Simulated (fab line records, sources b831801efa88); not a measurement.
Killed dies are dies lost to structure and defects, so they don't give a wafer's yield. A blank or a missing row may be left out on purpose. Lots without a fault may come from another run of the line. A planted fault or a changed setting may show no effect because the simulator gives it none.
fab line records | flow sky130
record lots=7 wafers=21 last_day=50
route steps=708 shown VIA2@516 METAL3@532 PAD_OPEN@708
lots that met no fault: from a run of the same line without faults
start_h: hours from the record's first day to the start of the lot's first wafer shown | wait_h: hours since the lot's step before | " the same as in the row above | L1.1+2: a row that stands for several wafers | - no value, or no start given | * or withheld: withheld | < > ~ a bound
route shown NAME@n: a module of which the file shows steps, and the number in the route of the first | usual: mean/standard deviation of fault-free wafers | same: alike in all rows | chamber/n: place in a boat | sites: the reading at each site | _std_site: their standard deviation | _edge_site: outer sites' mean less inner sites' | radius_mm: how far each site lies from the wafer's centre | mask NAME#n: copy n | behind: the tool/chamber that last shaped the wafer | hold: why the lot was held/for how many hours/how that ended | device: the transistor (n, p or np) that didn't switch | end of line: the same wafers' tests at the end of the route | a step without rows: its recipe alone | killed: dies lost to structure and defects at the first sort, not the wafer's yield | map: a wafer's dies, x killed, . not, _ none there
set.NAME: the setting as run; set.NAME@STEP: as run at that earlier step | model.NAME: the simulator's own value behind a step, which no gauge read
lots at some steps of the route; a table a step, a row a wafer
services: from which hour (start_h, from the record's first day; less than 0 if before it) a tool's chamber was out of use, for how many hours, and why
## steps
# step SKY_VIA2_EXPOSE_09
# recipe mask_id=VIM2 na=0.8 source_shape=annular sigma_inner=0.55 sigma_outer=0.85 target_cd_nm=200 dose_mj=38
# step SKY_VIA2_PEB_10
# recipe peb_temp_c=withheld peb_time_s=withheld resist=KrF-thick
# step SKY_VIA2_DEVELOP_11
# recipe develop_time_s=60 resist=KrF-thick dev_temp_c=21
# step SKY_VIA2_CD_MEAS_12
# recipe target_cd_nm=200
# usual cd_nm=199.8/1.5
# columns lot.wafer tool chamber start_h wait_h cd_nm
L409.2 cd_sem-02 - 854.77 - 198.4
L409.3 " - " " 197.8
L409.5 " - " " 199.6
L410.1 cd_sem-01 - 868.26 - 195.7
L410.3 " - " " 197.7
L410.4 " - " " 197.2
L411.3 cd_sem-02 - 874.58 - 202.1
L411.4 " - " " 202.6
L411.5 " - " " 200.4
L412.2 cd_sem-01 - 881.23 - 201.7
L412.3 " - " " 200.8
L412.4 " - " " 200.8
L416.1 cd_sem-02 - 910.61 - 197.9
L416.3 " - " " 199.1
L416.4 " - " " 199.2
L427.1 cd_sem-01 - 992.76 - 200.7
L427.4 " - " " 200.1
L427.6 " - " " 198.4
L429.1 cd_sem-01 - 1007.74 - 199.0
L429.4 " - " " 196.7
L429.6 " - " " 197.9
# step SKY_VIA2_OVL_MEAS_13
# usual VIA2_OVL=-1/5
# columns lot.wafer tool chamber start_h wait_h VIA2_OVL[nm]
L409.2 overlay-01 - 854.87 0.1 -3
L409.3 " - " " 6
L409.5 " - " " 6
L410.1 overlay-02 - 868.38 0.1 -10
L410.3 " - " " -1
L410.4 " - " " -8
L411.3 overlay-02 - 874.67 0.1 -1
L411.4 " - " " 1
L411.5 " - " " -1
L412.2 overlay-02 - 881.34 0.1 -6
L412.3 " - " " -3
L412.4 " - " " 1
L416.1 overlay-02 - 910.73 0.1 -1
L416.3 " - " " -6
L416.4 " - " " -12
L427.1 overlay-01 - 992.88 0.1 -9
L427.4 " - " " -6
L427.6 " - " " -6
L429.1 overlay-02 - 1007.86 0.1 -4
L429.4 " - " " -9
L429.6 " - " " -6
# step SKY_VIA2_ETCH_14
# recipe chemistry=N2/H2 target=BARC ion_energy_ev=200 source_w=500 bias_w=100 pressure_mtorr=30 n2_flow_sccm=100 h2_flow_sccm=200 stop_on=SiO2 time_s=45.9 target_depth_a=600
# usual chamber_pressure_mTorr=29.997/0.027 drypump_motor_current_A=6.1/0.36 oes_product_au=0.855/0.0048 throttle_valve_pct=13.226/0.0091
# columns lot.wafer tool chamber start_h wait_h chamber_pressure_mTorr drypump_motor_current_A oes_product_au rf_hours_counter_h throttle_valve_pct
L409.2 rie_diel-01 2 854.90 0.0 30.028 6.2 0.854 7 13.229
L409.3 " 0 " " 30.011 6.1 0.854 5 13.226
L409.5 " 1 " " 30.045 6.4 0.864 - 13.220
L410.1 rie_diel-01 2 868.42 0.0 30.039 6.2 0.854 7 13.222
L410.3 " 1 " " 29.959 6.4 0.854 3 13.223
L410.4 " 1 " " 29.947 6.4 0.851 - 13.219
L411.3 rie_diel-01 2 874.70 0.0 29.983 6.2 0.859 7 13.219
L411.4 " 0 " " 29.989 6.1 0.852 - 13.214
L411.5 " 1 " " 30.022 6.4 0.861 - 13.212
L412.2 rie_diel-02 1 881.37 0.0 29.972 6.2 0.855 0 13.216
L412.3 " 0 " " 30.010 5.7 0.861 1 13.219
L412.4 " 2 " " 29.992 5.9 0.849 11 13.231
L416.1 rie_diel-01 3 910.77 0.0 29.988 6.6 0.862 4 13.213
L416.3 " 1 " " 29.971 6.4 0.860 4 13.232
L416.4 " 0 " " 29.969 6.1 0.847 6 13.235
L427.1 rie_diel-01 3 992.92 0.0 29.986 6.6 0.855 6 13.219
L427.4 " 1 " " 30.022 6.4 0.856 6 13.225
L427.6 " 1 " " 29.944 6.3 0.863 - 13.211
L429.1 rie_diel-04 0 1007.90 0.0 30.060 6.0 0.851 10 13.228
L429.4 " 2 " " 30.077 5.2 0.859 11 13.217
L429.6 " 1 " " 30.002 5.8 0.855 - 13.224
# step SKY_VIA2_ETCH_15
# recipe target=SiO2 chemistry=C4F8/O2/Ar target_depth_nm=546 stop_on=TiN mask_material=KrF-thick source_w=1500 bias_w=1200 pressure_mtorr=40 c4f8_flow_sccm=withheld O2_flow_sccm=6 Ar_flow_sccm=300 time_s=84
# usual chamber_pressure_mTorr=39.99/0.039 oes_product_au=0.939/0.0046
# columns lot.wafer tool chamber start_h wait_h chamber_pressure_mTorr oes_product_au rf_hours_counter_h
L409.2 rie_diel-01 2 854.95 0.0 39.94 0.944 7
L409.3 " 0 " " 40.00 0.934 5
L409.5 " 1 " " 40.01 0.943 -
L410.1 rie_diel-01 2 868.46 0.0 40.07 0.941 7
L410.3 " 1 " " 39.99 0.942 3
L410.4 " 1 " " 40.03 0.930 -
L411.3 rie_diel-01 2 874.74 0.0 40.03 0.937 7
L411.4 " 0 " " 40.02 0.939 -
L411.5 " 1 " " 40.05 0.931 -
L412.2 rie_diel-02 1 881.41 0.0 40.06 0.939 0
L412.3 " 0 " " 40.02 0.946 1
L412.4 " 2 " " 40.01 0.943 11
L416.1 rie_diel-01 3 910.81 0.0 39.96 0.947 4
L416.3 " 1 " " 40.02 0.943 4
L416.4 " 0 " " 40.01 0.944 6
L427.1 rie_diel-01 3 992.96 0.0 39.99 0.939 6
L427.4 " 1 " " 40.03 0.938 6
L427.6 " 1 " " 39.95 0.946 -
L429.1 rie_diel-04 0 1007.94 0.0 39.99 0.945 10
L429.4 " 2 " " 39.99 0.947 11
L429.6 " 1 " " 40.01 0.947 -
# step SKY_VIA2_STRIP_16
# recipe chemistry=O2/N2 power_w=1400 pressure_mtorr=1500 platen_temp_c=withheld o2_flow_sccm=3000 n2_flow_sccm=300 overash_fraction=0.5
# usual chamber_pressure_mTorr=1499.9/1.3 drypump_motor_current_A=5.8/0.55 o2_flow_sccm=2999/10 oes_product_au=0.399/0.0051 strip_time_to_endpoint_s=4.040/0.023
# columns lot.wafer tool chamber start_h wait_h chamber_pressure_mTorr drypump_motor_current_A o2_flow_sccm oes_product_au rf_hours_counter_h strip_time_to_endpoint_s
L409.2 plasma_asher-01 0 855.01 0.0 1498.9 6.6 3004 0.395 71 4.040
L409.3 " 0 " " 1499.4 6.6 3017 0.393 - 4.059
L409.5 " 0 " " 1500.3 6.6 3005 0.397 - 4.029
L410.1 plasma_asher-02 1 868.52 0.0 1500.8 6.2 3010 0.399 106 3.999
L410.3 " 0 " " 1497.6 5.9 3004 0.404 - 4.008
L410.4 " 1 " " 1503.6 6.2 2999 0.397 - 4.006
L411.3 plasma_asher-01 0 874.83 0.1 1502.8 6.6 2994 0.401 - 4.010
L411.4 " 1 " " 1497.6 5.0 3011 0.408 - 3.989
L411.5 " 1 " " 1499.3 5.0 3001 0.396 - 4.006
L412.2 plasma_asher-02 1 881.47 0.0 1500.9 6.2 2998 0.396 107 4.040
L412.3 " 1 " " 1500.9 6.2 3009 0.396 - 4.029
L412.4 " 0 " " 1498.6 5.9 3001 0.396 - 4.017
L416.1 plasma_asher-04 1 910.87 0.0 1499.0 5.5 2998 0.404 16 4.041
L416.3 " 0 " " 1502.7 5.3 3001 0.401 - 4.059
L416.4 " 1 " " 1498.8 5.5 3003 0.393 - 4.057
L427.1 plasma_asher-02 0 993.02 0.0 1498.8 5.9 2992 0.404 118 4.036
L427.4 " 1 " " 1500.2 6.2 2993 0.395 - 4.030
L427.6 " 1 " " 1498.0 6.2 2999 0.401 - 4.049
L429.1 plasma_asher-04 1 1008.00 0.0 1499.9 5.5 3018 0.388 26 4.074
L429.4 " 1 " " 1499.4 5.5 3008 0.400 - 4.040
L429.6 " 1 " " 1499.7 5.5 3015 0.403 - 4.088
# step SKY_VIA2_STRIP_17
# recipe chemistry=post_etch_residue_remover time_s=1200 temp_c=72.5
# step SKY_VIA2_CLEAN_18
# recipe chemistry=IPA time_s=180 temp_c=25
# step SKY_VIA2_CLEAN_19
# recipe chemistry=O3/DIW dry=n2_spin
# step SKY_VIA2_SPUTTER_20
# recipe material=TiN target_thk_nm=20 chamber_pressure_pa=5 power_w=4000 time_s=80
# usual cathode_dc_power_W=4000.0/0.66 chamber_pressure_pa=5.000/0.009 throttle_valve_pct=30.4/0.82
# columns lot.wafer tool chamber start_h wait_h cathode_dc_power_W chamber_pressure_pa throttle_valve_pct
L409.2 pvd_sputter-04 - 855.60 0.0 4001.1 4.998 31.7
L409.3 " - " " 3999.8 4.997 31.1
L409.5 " - " " 4000.0 4.995 31.9
L410.1 pvd_sputter-03 - 869.11 0.0 4000.0 4.992 31.0
L410.3 " - " " 3999.7 5.002 30.1
L410.4 " - " " 4001.1 4.995 30.9
L411.3 pvd_sputter-02 - 875.39 0.0 3999.4 5.007 30.2
L411.4 " - " " 3998.8 4.999 29.2
L411.5 " - " " 3999.5 5.017 30.5
L412.2 pvd_sputter-02 - 882.10 0.0 3999.2 4.993 29.9
L412.3 " - " " 3998.8 4.996 30.0
L412.4 " - " " 3999.3 5.018 30.0
L416.1 pvd_sputter-03 - 911.50 0.0 4000.8 4.980 30.0
L416.3 " - " " 3999.9 4.997 31.0
L416.4 " - " " 3999.5 4.981 30.9
L427.1 pvd_sputter-04 - 993.62 0.0 3999.4 5.007 29.5
L427.4 " - " " 3999.5 4.994 31.1
L427.6 " - " " 3999.8 4.993 29.4
L429.1 pvd_sputter-04 - 1009.09 0.0 3999.5 5.009 31.9
L429.4 " - " " 4000.0 5.005 31.2
L429.6 " - " " 4001.8 5.001 29.3
# step SKY_VIA2_CVD_21
# recipe material=W target_thk_nm=420 time_s=126.4 temp_c=400 pressure_torr=40
# usual heater_power_w=877/110
# columns lot.wafer tool chamber start_h wait_h heater_power_w model.W_of_VIA2_CVD_21.thk_nm
L409.2 cvd_w-01 0 855.66 0.0 1006 426.8
L409.3 " 1 " " 767 422.9
L409.5 " 1 " " 755 423.7
L410.1 cvd_w-01 1 869.18 0.0 773 413.4
L410.3 " 0 " " 1050 277.7
L410.4 " 1 " " 739 277.6
L411.3 cvd_w-01 1 875.50 0.1 783 274.4
L411.4 " 0 " " 1002 280.1
L411.5 " 1 " " 780 280.5
L412.2 cvd_w-01 1 882.16 0.0 767 418.1
L412.3 " 1 " " 753 274.6
L412.4 " 0 " " 1016 281.5
L416.1 cvd_w-02 1 911.56 0.0 814 418.1
L416.3 " 0 " " 1013 421.5
L416.4 " 1 " " 835 415.6
L427.1 cvd_w-02 1 993.68 0.0 829 419.9
L427.4 " 0 " " 1020 419.2
L427.6 " 1 " " 800 421.1
L429.1 cvd_w-01 1 1009.15 0.0 725 421.6
L429.4 " 0 " " 906 428
L429.6 " 1 " " 705 412.7
# step SKY_VIA2_RS_MEAS_22
# recipe thk_meas_gauge=four-point-probe reads=W_of_VIA2_CVD_21+TiN_of_VIA2_SPUTTER_20
# usual VIA2_W_RS=0.273/0.0039
# columns lot.wafer tool chamber start_h wait_h hold VIA2_W_RS[ohm/sq]
L409.2 film_metro-03 - 855.81 0.1 - 0.268
L409.3 " - " " - 0.271
L409.5 " - " " - 0.271
L410.1 film_metro-03 - 869.31 0.1 await_dispo/0.2h/release 0.277
L410.3 " - " " await_dispo/0.2h/release 0.414
L410.4 " - " " await_dispo/0.2h/release 0.414
L410.1 film_metro-03 - 869.59 0.3 - 0.277
L410.3 " - " " - 0.415
L410.4 " - " " - 0.415
L411.3 film_metro-02 - 875.62 0.1 await_dispo/0.2h/release 0.420
L411.4 " - " " await_dispo/0.2h/release 0.409
L411.5 " - " " await_dispo/0.2h/release 0.410
L411.3 film_metro-02 - 875.91 0.3 - 0.419
L411.4 " - " " - 0.411
L411.5 " - " " - 0.410
L412.2 film_metro-01 - 882.31 0.1 await_dispo/0.2h/release 0.273
L412.3 " - " " await_dispo/0.2h/release 0.418
L412.4 " - " " await_dispo/0.2h/release 0.408
L412.2 film_metro-01 - 882.59 0.3 - 0.273
L412.3 " - " " - 0.418
L412.4 " - " " - 0.409
L416.1 film_metro-02 - 911.69 0.1 - 0.274
L416.3 " - " " - 0.271
L416.4 " - " " - 0.276
L427.1 film_metro-03 - 993.82 0.1 - 0.273
L427.4 " - " " - 0.273
L427.6 " - " " - 0.272
L429.1 film_metro-01 - 1009.28 0.1 - 0.270
L429.4 " - " " - 0.267
L429.6 " - " " - 0.277
# step SKY_VIA2_THK_MEAS_23
# recipe thk_meas_gauge=xrf reads=W_of_VIA2_CVD_21
# usual VIA2_W_THK=413/6.1
# columns lot.wafer tool chamber start_h wait_h hold VIA2_W_THK[nm]
L409.2 film_metro-03 - 855.92 0.1 - 420
L409.3 " - " " - 419
L409.5 " - " " - 420
L410.1 film_metro-03 - 874.94 5.3 await_dispo/0.2h/release 407
L410.3 " - " " await_dispo/0.2h/release 274
L410.4 " - " " await_dispo/0.2h/release 274
L410.1 film_metro-03 - 875.26 0.3 - 407
L410.3 " - " " - 272
L410.4 " - " " - 275
L411.3 film_metro-02 - 884.79 8.9 await_dispo/0.2h/release 271
L411.4 " - " " await_dispo/0.2h/release 276
L411.5 " - " " await_dispo/0.2h/release 277
L411.3 film_metro-02 - 885.02 0.2 - 271
L411.4 " - " " - 275
L411.5 " - " " - 275
L412.2 film_metro-01 - 885.02 2.4 await_dispo/0.2h/release 412
L412.3 " - " " await_dispo/0.2h/release 272
L412.4 " - " " await_dispo/0.2h/release 279
L412.2 film_metro-01 - 885.25 0.2 - 412
L412.3 " - " " - 271
L412.4 " - " " - 278
L416.1 film_metro-02 - 911.81 0.1 - 411
L416.3 " - " " - 415
L416.4 " - " " - 408
L427.1 film_metro-03 - 993.94 0.1 - 416
L427.4 " - " " - 419
L427.6 " - " " - 419
L429.1 film_metro-01 - 1009.40 0.1 - 418
L429.4 " - " " - 428
L429.6 " - " " - 408
# step SKY_VIA2_CMP_24
# recipe stop_on=SiO2 t_overpolish_s=20 down_force_psi=3.5 platen_rpm=60 target_thk_nm=0 pad_velocity_m_s=0.94248
# usual motor_current_A=11.0/1.3 time_to_endpoint_s=101/3.4
# columns lot.wafer tool chamber start_h wait_h hold motor_current_A time_to_endpoint_s
L409.3 cmp-02 2 856.02 0.1 - 10.7 105
L409.2 " 0 " " - 13.1 105
L409.5 " 1 " " - 10.1 102
L410.4 cmp-02 1 880.00 4.7 await_dispo/4.7h/release 10.0 63
L410.1 " 2 " " await_dispo/4.7h/release 10.7 97
L410.3 " 0 " " await_dispo/4.7h/release 13.0 65
L411.3 cmp-02 0 887.42 2.4 await_dispo/2.1h/release 13.3 65
L411.4 " 3 " " await_dispo/2.1h/release 11.0 68
L411.5 " 0 " " await_dispo/2.1h/release 13.4 67
L412.4 cmp-01 0 890.78 5.5 await_dispo/5.2h/release 8.5 69
L412.2 " 1 " " await_dispo/5.2h/release 12.1 99
L412.3 " 3 " " await_dispo/5.2h/release 9.8 66
L416.3 cmp-02 3 911.87 0.0 - 11.8 97
L416.1 " 1 " " - 10.7 103
L416.4 " 2 " " - 10.7 101
L427.4 cmp-01 2 994.00 0.0 - 10.4 97
L427.1 " 1 " " - 12.2 101
L427.6 " 3 " " - 10.7 98
L429.1 cmp-02 1 1009.56 0.1 - 11.1 107
L429.4 " 2 " " - 11.0 108
L429.6 " 3 " " - 11.2 104
# step SKY_METAL3_SPUTTER_00
# recipe material=Ti target_thk_nm=15 power_w=3000 time_s=10 chamber_pressure_pa=0.4
# usual cathode_dc_power_W=3000.0/0.54 chamber_pressure_pa=0.3999/0.00072 throttle_valve_pct=30.1/0.52
# columns lot.wafer tool chamber start_h wait_h cathode_dc_power_W chamber_pressure_pa throttle_valve_pct
L409.2 pvd_sputter-03 - 856.27 0.1 2998.8 0.3999 30.7
L409.3 " - " " 2999.5 0.4009 30.1
L409.5 " - " " 2999.6 0.4000 31.2
L410.1 pvd_sputter-02 - 880.30 0.2 3000.4 0.4006 29.9
L410.3 " - " " 3000.3 0.4003 29.6
L410.4 " - " " 3000.1 0.4011 29.5
L411.3 pvd_sputter-03 - 887.72 0.2 2999.0 0.4013 30.9
L411.4 " - " " 3000.0 0.3999 30.9
L411.5 " - " " 2999.6 0.4010 31.3
L412.2 pvd_sputter-01 - 891.08 0.2 2999.5 0.3997 29.8
L412.3 " - " " 3000.9 0.4002 30.2
L412.4 " - " " 3000.2 0.4003 29.3
L416.1 pvd_sputter-02 - 912.17 0.1 2999.3 0.4005 29.7
L416.3 " - " " 2999.2 0.4003 30.0
L416.4 " - " " 3000.7 0.4007 29.5
L427.1 pvd_sputter-01 - 994.30 0.1 2999.7 0.3990 29.9
L427.4 " - " " 2999.0 0.4002 30.7
L427.6 " - " " 2999.9 0.3990 29.8
L429.1 pvd_sputter-02 - 1009.76 0.1 2999.2 0.3996 29.3
L429.4 " - " " 3000.4 0.4004 30.2
L429.6 " - " " 2999.7 0.3992 30.0
# step SKY_PAD_OPEN_PROBE_99
# usual defect_limited_yield=82.2/1.9 killed_at_M0_to_M3=45/7.3 killed_at_M4_up=3.1/1.7 killed_at_contacts=25/5.1 killed_at_front_end=15/4.5 killed_at_other=0.3/0.56 killed_dies=88/9.4 killed_open=47/6.6 killed_short=40/6.9 sort_bin_3_pad_short=0.9/0.46 sort_bin_5_function=10.5/1.5 sort_bin_6_memory=6.4/1.1 sort_n_pass=404/9.4 sort_yield_pct=82.2/1.9
# same gross_dies=492 killed_at_back_side=0 sort_bin_4_leakage[%]=0 sort_bin_8_speed[%]=0
# columns lot.wafer tool chamber start_h wait_h defect_limited_yield[%] killed_at_M0_to_M3 killed_at_M4_up killed_at_contacts killed_at_front_end killed_at_other killed_dies killed_open killed_short sort_bin_3_pad_short[%] sort_bin_5_function[%] sort_bin_6_memory[%] sort_n_pass sort_yield_pct[%]
L410.1 prober-01 - 1092.21 0.1 81.3 46 2 27 17 0 92 54 36 0.4 11.6 6.7 400 81.3
L410.3 prober-01 - 1092.31 0.2 80.9 44 5 22 23 0 94 39 54 1.8 12.4 4.9 398 80.9
L410.4 prober-01 - 1092.36 0.2 82.1 41 1 31 14 1 88 43 45 0.6 11.4 5.9 404 82.1
# killed by level:class
L410.1 CONTACT:geometric_particle:open=15 VIA1:geometric_particle:open=12 LI_CONTACT:geometric_particle:open=8 METAL2:geometric_particle:short=7 METAL3:geometric_particle:short=6 POLY_GATE:geometric_particle:short=5 POLY_GATE:geometric_particle:open=5 METAL1:geometric_particle:short=5
L410.3 VIA1:geometric_particle:open=7 POLY_GATE:geometric_particle:short=6 METAL1:geometric_particle:short=6 LOCAL_INTERCONNECT:geometric_particle:short=6 CONTACT:geometric_particle:short=6 VIA2:geometric_particle:open=6 FIELD_ISO:geometric_particle:open=5 CONTACT:geometric_particle:open=5
L410.4 CONTACT:geometric_particle:open=9 VIA1:geometric_particle:open=9 METAL2:geometric_particle:short=8 VIA3:geometric_particle:open=8 CONTACT:geometric_particle:short=7 LOCAL_INTERCONNECT:geometric_particle:short=7 LI_CONTACT:geometric_particle:open=5 METAL1:geometric_particle:short=4
## services
# columns tool chamber start_h hours kind
rie_diel-04 2 835.11 3.0 repair
pvd_sputter-02 - 836.78 1.7 repair
pvd_sputter-02 - 838.46 6.8 repair
rie_diel-01 3 852.59 22.6 repair
plasma_asher-02 - 872.13 4.0 repair
rie_diel-04 1 875.24 8.5 repair
plasma_asher-04 - 876.47 6.3 repair
rie_diel-01 1 882.89 10.8 repair
pvd_sputter-03 - 885.50 1.1 repair
cmp-02 - 900.61 0.4 repair
cvd_w-01 - 904.00 14.0 pm
cmp-02 - 905.78 0.4 repair
cmp-01 - 911.84 3.5 repair
cmp-01 - 915.38 4.0 pm
rie_diel-04 0 919.99 4.1 repair
cmp-01 - 923.43 2.0 repair
cvd_w-02 - 923.78 6.9 pm
cmp-01 - 925.44 12.0 pm
rie_diel-04 3 932.55 7.1 repair
pvd_sputter-02 - 942.03 25.1 repair
cmp-02 - 942.89 0.4 repair
rie_diel-01 1 956.09 9.2 repair
pvd_sputter-04 - 965.86 2.0 repair
pvd_sputter-04 - 986.76 5.1 repair
## key
first_sign step=SKY_VIA2_RS_MEAS_22 reading=visit direction=added
effect step=SKY_VIA2_RS_MEAS_22 reading=VIA2_W_RS direction=up sigmas=36 usual=0.273 struck=0.413
effect step=SKY_VIA2_THK_MEAS_23 reading=visit direction=added
effect step=SKY_VIA2_THK_MEAS_23 reading=VIA2_W_THK direction=down sigmas=23 usual=413 struck=275
effect step=SKY_VIA2_CMP_24 reading=time_to_endpoint_s direction=down sigmas=10 usual=* struck=*
model_effect step=SKY_VIA2_CVD_21 value=W_of_VIA2_CVD_21.thk_nm without=418.4 struck=278
met_at SKY_VIA2_CVD_21
struck_wafers L410.3,L410.4,L411.3,L411.4,L411.5,L412.3,L412.4
onset_between 855.66 869.18
fault kind=process_parameter_drift tool=cvd_w-01 chamber=- onset_h=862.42 steps=SKY_VIA2_CVD_21 channel=target_thk_nm offset=-139.79 shape=step end_h=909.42 scope=struck_wafers_only acts_in=these_recipes_only stated=420
